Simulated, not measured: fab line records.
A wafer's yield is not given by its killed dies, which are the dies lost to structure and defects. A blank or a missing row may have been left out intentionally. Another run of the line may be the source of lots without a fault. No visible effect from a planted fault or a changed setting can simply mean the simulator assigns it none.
Split-lot study    flow sky130    route with 708 steps; 5 lots, 23 wafers read

## ON THE SPLIT
At SKY_NWELL_OXIDATION_01 (stabilise 600 s, purge 300 s, target thk 10 nm), the setting temp-c was moved away from the recipe's 900 C on 15 of the 23 wafers read, by +1.5% to +2.0%. This setting was run at the recipe's value on the other wafers.

The file shows no step between the split and the reading.

## THE READING
Values of NWELL_OXIDATION_THK in nm from SKY_NWELL_THK_MEAS_02. Fault-free wafers of this fab line usually give 10.16 nm, standard deviation 0.2 nm.

wafer   tool, chamber at the split  temp-c as run, C  against the recipe  NWELL_OXIDATION_THK, nm  against lot-mates on the recipe
L078.2  furnace-01, 0               900               recipe              9.66                     -
L078.3  furnace-01, 0               900               recipe              9.80                     -
L078.6  furnace-01, 0               900               recipe              9.74                     -
L079.1  -, -                        900               recipe              10.13                    -
L079.2  -, -                        900               recipe              10.49                    -
L079.4  -, -                        900               recipe              10.22                    -
L079.5  -, -                        900               recipe              10.35                    -
L079.6  -, -                        900               recipe              10.27                    -
L080.1  -, -                        917.6             +2.0%               12.13                    no lot-mate on the recipe
L080.2  -, -                        917.6             +2.0%               12.27                    no lot-mate on the recipe
L080.4  -, -                        917.6             +2.0%               12.23                    no lot-mate on the recipe
L080.5  -, -                        917.6             +2.0%               12.29                    no lot-mate on the recipe
L080.6  -, -                        917.6             +2.0%               12.28                    no lot-mate on the recipe
L081.1  -, -                        914.7             +1.6%               11.84                    no lot-mate on the recipe
L081.2  -, -                        914.7             +1.6%               11.71                    no lot-mate on the recipe
L081.3  -, -                        914.7             +1.6%               11.69                    no lot-mate on the recipe
L081.4  -, -                        914.7             +1.6%               11.75                    no lot-mate on the recipe
L081.5  -, -                        914.7             +1.6%               11.87                    no lot-mate on the recipe
L085.1  -, -                        913.3             +1.5%               11.44                    no lot-mate on the recipe
L085.2  -, -                        913.3             +1.5%               11.62                    no lot-mate on the recipe
L085.3  -, -                        913.3             +1.5%               11.41                    no lot-mate on the recipe
L085.4  -, -                        913.3             +1.5%               11.56                    no lot-mate on the recipe
L085.5  -, -                        913.3             +1.5%               11.44                    no lot-mate on the recipe

THE FIT
A straight line over all 23 wafers: NWELL_OXIDATION_THK changes by +1.06 nm for each +1% of temp-c; r = +0.98; the points scatter about the line by 0.21 nm.
Too few moved wafers have a lot-mate on the recipe to fit a line with each lot's own level taken away.

## THE WHOLE CHAIN: every reading that the file lists as answering this split, in the file's order
step                    what it does                                    reading                                                                             change (the file's fit)               r (the file's)
SKY_NWELL_OXIDATION_01  stabilise 600 s, purge 300 s, target thk 10 nm  SiO2_of_NWELL_OXIDATION_01.thk-nm (the simulator's own value, which no gauge read)  +1.05 nm for each +1% of the setting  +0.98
SKY_NWELL_THK_MEAS_02                                                   NWELL_OXIDATION_THK                                                                 +1.06 for each +1% of the setting     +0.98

## THE FILE'S OWN FIT
NWELL_OXIDATION_THK changes by +1.06 nm for each +1% of temp-c, r = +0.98.
